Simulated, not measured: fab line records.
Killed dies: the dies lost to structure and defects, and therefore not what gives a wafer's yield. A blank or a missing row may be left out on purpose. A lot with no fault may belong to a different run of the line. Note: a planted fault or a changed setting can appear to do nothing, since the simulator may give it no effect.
Problem report in the 8D (eight disciplines) form, filled by code / flow gf180mcu / the parts of the form that need people (team, actions taken, sign-off) are left out

## 1. WHAT WENT WRONG
At GF_V3_CMP_04, time_to_endpoint_s averages 21 s over 3 wafers from 3 lots, while fault-free wafers read 80 s, standard deviation 5.9. That is -9.9 standard deviations from the usual mean.
The step: polishes SiO2.
First seen on wafer L135.3, day 25 23:46, on cmp-01. The record holds 15 wafers of 5 lots with a number at this step. By rule, "out" or "out of limits" means more than 4 standard deviations away from the usual mean. Any other wafer with a number is counted as sound.

## 2. WHAT IT IS AND WHAT IT IS NOT
question=which readings at this step | is=time_to_endpoint_s | is not=motor_current_A
question=which lots | is=L135, L137, L140 | is not=L123, L139
question=which wafers of those lots | is=L135.3, L137.3, L140.3 | is not=L135.1, L135.5, L137.1, L137.2, L140.2, L140.5
question=read on which tools | is=cmp-01 | is not=cmp-02
question=when | is=from day 25 23:46 | is not=up to then (5 sound wafers); but 7 sound wafers of L137, L139, L140 came after

## 3. WHAT RULES OUT EACH SUSPECT
Counting: a tool at a process step up to the reading stays a suspect if it ran every lot that is out. Sound lots after the first of them don't rule it out here, since some wafers of a struck lot are sound.
- cmp-01 at GF_V3_CMP_04 (polishes SiO2): kept. Every lot that is out went through it, the first being L135 (day 25 23:46); the last sound lot it ran before that was L123 (day 21 20:33). Its own time_to_endpoint_s readings are out on those wafers.
- cmp-01, GF_V3_CMP_04: wafers that are out in chamber 0, sound lot-mates in chambers 1, 2, 3.
Remaining after the count: cmp-01 at GF_V3_CMP_04.

## 4. THE CAUSE (what the simulator had put in)
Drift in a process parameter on cmp-01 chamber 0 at GF_V3_CMP_04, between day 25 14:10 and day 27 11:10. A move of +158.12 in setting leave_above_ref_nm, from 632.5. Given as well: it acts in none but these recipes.
After counting, this tool was the only one left.

## 5. THE EFFECT CHAIN, in route order
Each row: a reading whose mean over the struck wafers that have a number lies more than 3 standard deviations from the usual. Scope: only readings with a usual standard deviation given in the record; hours: median across lots of the time from each lot's start at the first step in this table that gives one to its start at this step; sigmas: change in usual standard deviations.
hours=0; step=GF_V3_CMP_04; reading=time_to_endpoint_s; usual=80 s; on struck wafers=21; change=-59; sigmas=-9.9
hours=-; step=GF_V3_ETCH_17; reading=oes_product_au; usual=0.856 a.u.; on struck wafers=0.975; change=+0.119; sigmas=+26
hours=160; step=GF_PASSIVATION_PROBE_99; reading=defect_limited_yield; usual=90.2 %; on struck wafers=84.7; change=-5.5; sigmas=-3.6
hours=160; step=GF_PASSIVATION_PROBE_99; reading=killed_at_M0_to_M3; usual=20; on struck wafers=43; change=+23; sigmas=+4.8
hours=160; step=GF_PASSIVATION_PROBE_99; reading=killed_dies; usual=48; on struck wafers=75; change=+27; sigmas=+3.6
hours=160; step=GF_PASSIVATION_PROBE_99; reading=killed_on_rim; usual=10; on struck wafers=21; change=+11; sigmas=+3.4
Its process steps:
- GF_V3_CMP_04: polishes SiO2.
- GF_V3_ETCH_17: etches SiO2 in C4F8/O2/Ar, stops on TiN, target depth 635 nm.
- GF_PASSIVATION_PROBE_99

## 6. WHAT WOULD HAVE CAUGHT IT SOONER
The fault began at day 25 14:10; the first out-of-limits reading in this record came at day 25 23:46, 10 hours later.
